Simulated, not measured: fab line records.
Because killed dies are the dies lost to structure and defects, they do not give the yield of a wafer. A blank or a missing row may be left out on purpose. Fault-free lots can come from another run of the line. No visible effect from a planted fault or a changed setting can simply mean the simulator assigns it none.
Code-filled problem report in 8D (eight disciplines) form :: flow gf180mcu :: the parts of the form that need people (team, actions taken, sign-off) are left out

== 1. PROBLEM STATEMENT ==
Wafers without a fault read 56.60 W, standard deviation 0.048; heaterPowerTotalW at GF_HV_LDD_SOFTBAKE_27 reads a mean of 55.25 W on 9 wafers belonging to 3 lots. Relative to the usual mean, that is a shift of -28 standard deviations.
The step: time 60 s.
First seen on wafer L718.2, day 16 04:28, on lithoTrack-02. At this step, 42 wafers from 14 lots have a number in the record. The rule behind "out" and "out of limits": a value lying over 4 standard deviations away from the usual mean. The rest of the wafers with a number are treated as sound.

== 2. WHAT IT IS, AND WHAT IT ISN'T ==
question: which readings at this step
is: heaterPowerTotalW, plateTempC
is not: chillPlateTempC

question: which lots
is: L718, L719, L721
is not: L702, L704, L705, L706, L708, L711, L712, L716, L717, L723, L724

question: which wafers of those lots
is: all that have a number
is not: -

question: read on which tools
is: lithoTrack-02
is not: lithoTrack-01, lithoTrack-03

question: when
is: from day 16 04:28
is not: up to then (27 sound wafers); but 6 sound wafers of L723, L724 came after

== 3. SUSPECTS, AND WHAT RULES EACH OUT ==
Counting: a tool stays on the suspect list if, at a process step up to the reading, it processed all lots that are out and no sound lot following the first of them.
- lithoTrack-02 at GF_HV_LDD_SOFTBAKE_27 (time 60 s): kept. Every lot that is out went through it, starting with L718 (day 16 04:28), and after that it ran no sound lot; the last sound lot it ran before then is L716 (day 15 10:59). On those wafers its own readings are out: heaterPowerTotalW, plateTempC.
Remaining after the count: lithoTrack-02 at GF_HV_LDD_SOFTBAKE_27.

== 4. THE CAUSE (what the simulator had put in) ==
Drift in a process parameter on lithoTrack-02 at GF_HV_LDD_SOFTBAKE_27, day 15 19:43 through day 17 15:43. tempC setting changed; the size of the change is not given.
This tool alone remained once counting was done.

== 5. THE CHAIN OF EFFECTS, in route order ==
Each row: a reading where the mean over the struck wafers with a number is more than 3 standard deviations away from the usual. Only readings for which the record gives a usual standard deviation are gone through. hours: the time from each lot's start at the first step in this table that gives one to its start at this step, as a median over the lots. sigmas: the change in usual standard deviations.
hours: 0
step: GF_HV_LDD_SOFTBAKE_27
reading: heaterPowerTotalW
usual: 56.60 W
on struck wafers: 55.25
change: -1.35
sigmas: -28

hours: 0
step: GF_HV_LDD_SOFTBAKE_27
reading: plateTempC
usual: 89.97 C
on struck wafers: 88.50
change: -1.47
sigmas: -12
Here are the process steps it includes:
- GF_HV_LDD_SOFTBAKE_27: time 60 s.
At these later measuring or inspecting steps, every struck wafer for which the step has a row has a number for every such reading, and none has moved that far: GF_MIM_THK_MEAS_11, GF_V5_THK_MEAS_01.

== 6. WHAT WOULD HAVE CAUGHT IT SOONER ==
In this record no reading fell out of limits until day 16 04:28, 9 hours after the fault had begun at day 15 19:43.
